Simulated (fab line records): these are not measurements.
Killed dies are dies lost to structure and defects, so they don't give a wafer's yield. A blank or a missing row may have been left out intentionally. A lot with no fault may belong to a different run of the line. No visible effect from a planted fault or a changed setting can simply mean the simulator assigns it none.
A lot that was struck, set against a sound lot -- flow sky130 -- 24 out of 708 route steps
Sound: the wafers L104.3, L104.5, L104.6. Wafers L113.3, L113.5, L113.6 were the ones struck. The cause comes at the end.
Each step with rows lists, per side, the tool, then ch with its chambers, then its first start. Under that, the readings that differ: sound wafers -- struck wafers -- difference of the means -- sigmas: that difference in standard deviations of wafers without a fault.
alike: words and numbers the same on both sides, and readings whose means are apart by under 2 such deviations; not compared: readings that were withheld, readings missing a value for some wafer, numbers with overlapping values and no deviation given by the record, and bounds like >300 which may hide the same value.
Wherever a step has rows on one side only, a row that says differs or no value, or a row with sigmas, the two part there. Numbers that don't overlap but have no deviation are shown without sigmas and don't part them. A reading missing from all wafers of one side parts the sides only when that side holds two or more wafers.

first, 6 steps without rows for these wafers: SKY_PWDE_HMDS_01 (prime time 60 s); SKY_PWDE_COAT_02 (resist thk 3000 nm); SKY_PWDE_SOFTBAKE_03; SKY_PWDE_EXPOSE_04 (exposes mask PWDEM, target cd 840 nm); SKY_PWDE_PEB_05; SKY_PWDE_DEVELOP_06 (develop time 60 s).
SKY_PWDE_OVL_MEAS_07:
  sound: overlay-02 at day 3 20:34; struck: overlay-01 at day 6 14:57
  alike: PWDE_OVL
then, 1 step without rows for these wafers: SKY_PWDE_IMPLANT_08.
SKY_PWDE_STRIP_09: strips in O2/N2.
  sound on plasma_asher-04 ch 0,1, day 3 20:46; struck on plasma_asher-04 ch 0,1, day 6 15:09
  alike: drypump_motor_current_A, oes_product_au, strip_time_to_endpoint_s
  not compared: rf_hours_counter_h
SKY_PWDE_TW_MEAS_10:
  sound: film_metro-04 at day 3 20:51; struck: film_metro-04 at day 6 15:14
  alike: PWDE_TW
then, 2 steps without rows for these wafers: SKY_NWELL_DEHYDRATE_03 (time 60 s); SKY_NWELL_HMDS_04 (prime time 60 s).
SKY_NWELL_COAT_05: resist thk 3000 nm.
  sound on litho_track-02 ch 0, day 4 03:43; struck on litho_track-01 ch 0, day 6 23:50
reading,sound,struck,difference,sigmas
model.coat_of_NWELL_COAT_05.thk_nm (nm),2999 2994 2995,1803 1807 1801,-1192,
  alike: spin_speed_rpm
then, 3 steps without rows for these wafers: SKY_NWELL_SOFTBAKE_06; SKY_NWELL_EXPOSE_07 (exposes mask NWM, target cd 840 nm); SKY_NWELL_PEB_08.
SKY_NWELL_DEVELOP_09: develop time 60 s.
  sound on litho_track-01 ch 0; struck on litho_track-04 ch 0
reading,sound,struck,difference,sigmas
model.coat_of_NWELL_COAT_05.thk_nm (nm),2995 2990 2990,1798 1802 1797,-1193,
SKY_NWELL_OVL_MEAS_10:
  sound: overlay-02 at day 4 11:42; struck: overlay-01 at day 7 10:28
  alike: NWELL_00_OVL
then, 3 steps without rows for these wafers: SKY_NWELL_IMPLANT_11; SKY_NWELL_IMPLANT_12; SKY_NWELL_IMPLANT_13.
SKY_NWELL_STRIP_14: strips in O2/N2.
  sound on plasma_asher-04 ch 0,1, day 4 12:12; struck on plasma_asher-04 ch 0,1, day 7 10:59
reading,sound,struck,difference,sigmas
strip_time_to_endpoint_s (s),36.92 36.84 36.84,23.03 23.10 23.02,-13.82,-99 or more
  alike: drypump_motor_current_A, oes_product_au
  not compared: rf_hours_counter_h
SKY_NWELL_TW_MEAS_15:
  sound: film_metro-04 at day 4 12:17; struck: film_metro-02 at day 7 11:05
  alike: NWELL_TW
-- the record jumps here: 42 days lie between the struck wafers' starts before and after (it left off in module NWELL and takes up again in module PAD_OPEN, whose first step shown is number 708 of the route) --
SKY_PAD_OPEN_PROBE_99:
  sound: prober-01 at day 46 05:43; struck: prober-02 at day 49 02:45
reading,sound,struck,difference,sigmas
model.etest.pfet_16v.r_on_ohm_um,1.557e+04 1.545e+04 1.542e+04,1.593e+04 1.611e+04 1.586e+04,+4.867e+02,
model.etest.res_nwell.line_ohm_um,1277 1243 1257,1051 1049 1044,-211,
model.etest.res_nwell.width_nm (nm),835.2 828.7 831.9,927.8 932.5 927.4,+97.3,
model.etest.res_iso_pwell.width_nm (nm),2642 2649 2653,2590 2598 2585,-57,
model.etest.pfet_16v.drive_ua_um,239.3 241.3 239.1,231.7 231.2 232.2,-8.2,
model.etest.iso_nwell_nwell.leak_log10_a_um,-13.88 -13.92 -14.01,-12.74 -13.13 -13.04,+0.97,
  not compared: model.etest.nfet_16v.r_on_ohm_um

## WHERE THEY PART
At SKY_NWELL_STRIP_14 and nowhere else, as far as this record goes. Later steps at which nothing parts them and some readings are alike: SKY_NWELL_TW_MEAS_15.

WHY: whatever the simulator had introduced
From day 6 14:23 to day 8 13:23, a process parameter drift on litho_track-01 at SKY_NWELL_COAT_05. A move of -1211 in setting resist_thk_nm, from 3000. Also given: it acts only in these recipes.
